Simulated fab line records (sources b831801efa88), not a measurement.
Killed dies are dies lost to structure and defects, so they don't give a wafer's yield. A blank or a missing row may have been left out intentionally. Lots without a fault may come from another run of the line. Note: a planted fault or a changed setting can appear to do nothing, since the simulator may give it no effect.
Problem report in the 8D (eight disciplines) form, filled by code ; flow sky130 ; the parts of the form that need people (team, actions taken, sign-off) are left out

## 1. THE PROBLEM
Wafers free of any fault read 10.32 nm (standard deviation 0.2) for GATE_OXIDE_OXIDATION_00_THK at SKY_GATE_OXIDE_THK_MEAS_02, against a mean of 7.77 nm on 6 wafers of 2 lots. Relative to the usual mean, that is a shift of -13 standard deviations.
First seen on wafer L752.1, day 16 11:56, on film_metro-03. The record holds 36 wafers of 12 lots with a number at this step. The rule behind "out" and "out of limits": a value lying over 4 standard deviations away from the usual mean. The other wafers with a number count as sound.

## 2. WHAT IT IS, WHAT IT ISN'T
question;is;is not
which readings at this step;GATE_OXIDE_OXIDATION_00_THK;-
which lots;L752, L753;L743, L744, L746, L748, L754, L761, L762, L763, L764, L765
which wafers of those lots;all that have a number;-
read on which gauges;film_metro-03, film_metro-04;film_metro-02
when;from day 16 11:56;"up to then (12 sound wafers); but 18 sound wafers of L754, L761, L762, L763, L764, L765 came after"

## 3. SUSPECTS, AND WHAT RULES EACH OUT
Counting: a tool stays on the suspect list if, at a process step up to the reading, it processed all lots that are out and no sound lot following the first of them.
- the gauge at SKY_GATE_OXIDE_THK_MEAS_02 has been ruled out. The wafers that are out were read on 2 gauges (film_metro-03, film_metro-04).
- furnace-02 at SKY_GATE_OXIDE_OXIDATION_01 (stabilise 600 s, purge 300 s, target thk 10.268 nm): ruled out as a lasting fault. The sound lots L762, L763, L764, L765 went through it after L752, its earliest lot that is out (day 16 10:32).
Left after counting: nothing in the record.

## 4. THE CAUSE (what the simulator had put in)
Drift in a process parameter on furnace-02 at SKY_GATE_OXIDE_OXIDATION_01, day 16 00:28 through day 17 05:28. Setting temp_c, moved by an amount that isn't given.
The count ruled it out by mistake, since the rule takes a fault to strike every lot its tool runs from the start of the fault on, and this one did not do so.

## 5. THE CHAIN OF EFFECTS, in route order
Each row: a reading whose mean over the struck wafers that have a number lies more than 3 standard deviations from the usual. Only readings for which the record gives a usual standard deviation are gone through. hours: the time from each lot's start at the first step in this table that gives one to its start at this step, as a median over the lots. sigmas: the change in usual standard deviations.
hours;step;reading;usual;on struck wafers;change;sigmas
0;SKY_GATE_OXIDE_OXIDATION_01;spike_tc_bottom_C;913 C;883;-30;-7.4
0;SKY_GATE_OXIDE_OXIDATION_01;spike_tc_centre_C;900.4 C;874.6;-25.8;-21
0;SKY_GATE_OXIDE_OXIDATION_01;spike_tc_lower_C;900.9 C;874.0;-26.9;-21
0;SKY_GATE_OXIDE_OXIDATION_01;spike_tc_top_C;906 C;878;-28;-7.4
0;SKY_GATE_OXIDE_OXIDATION_01;spike_tc_upper_C;899.9 C;874.7;-25.2;-16
0;SKY_GATE_OXIDE_OXIDATION_01;tube_center_temp_C;899.99 C;873.61;-26.38;-99 or more
0;SKY_GATE_OXIDE_OXIDATION_01;tube_center_temp_C_max;902.4;875.9;-26.5;-68
1;SKY_GATE_OXIDE_THK_MEAS_02;GATE_OXIDE_OXIDATION_00_THK;10.32 nm;7.77;-2.55;-13
Here are the process steps it includes:
- SKY_GATE_OXIDE_OXIDATION_01: stabilise 600 s, purge 300 s, target thk 10.268 nm.
Later measuring or inspecting steps at which every struck wafer that the step has a row for has a number for every such reading, and none has moved that far: SKY_VIA1_CD_MEAS_12.

## 6. HOW IT WOULD HAVE BEEN CAUGHT EARLIER
In this record the first reading out of limits at a measuring or inspecting step was taken at day 16 11:56, 11 hours after the fault began at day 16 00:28.
At SKY_GATE_OXIDE_OXIDATION_01, the tool's own readings (spike_tc_bottom_C, spike_tc_centre_C, spike_tc_lower_C, spike_tc_top_C, spike_tc_upper_C, tube_center_temp_C, tube_center_temp_C_max) were out on each struck wafer the step has a row for, so an alarm limit on them would have fired on the first such wafer.
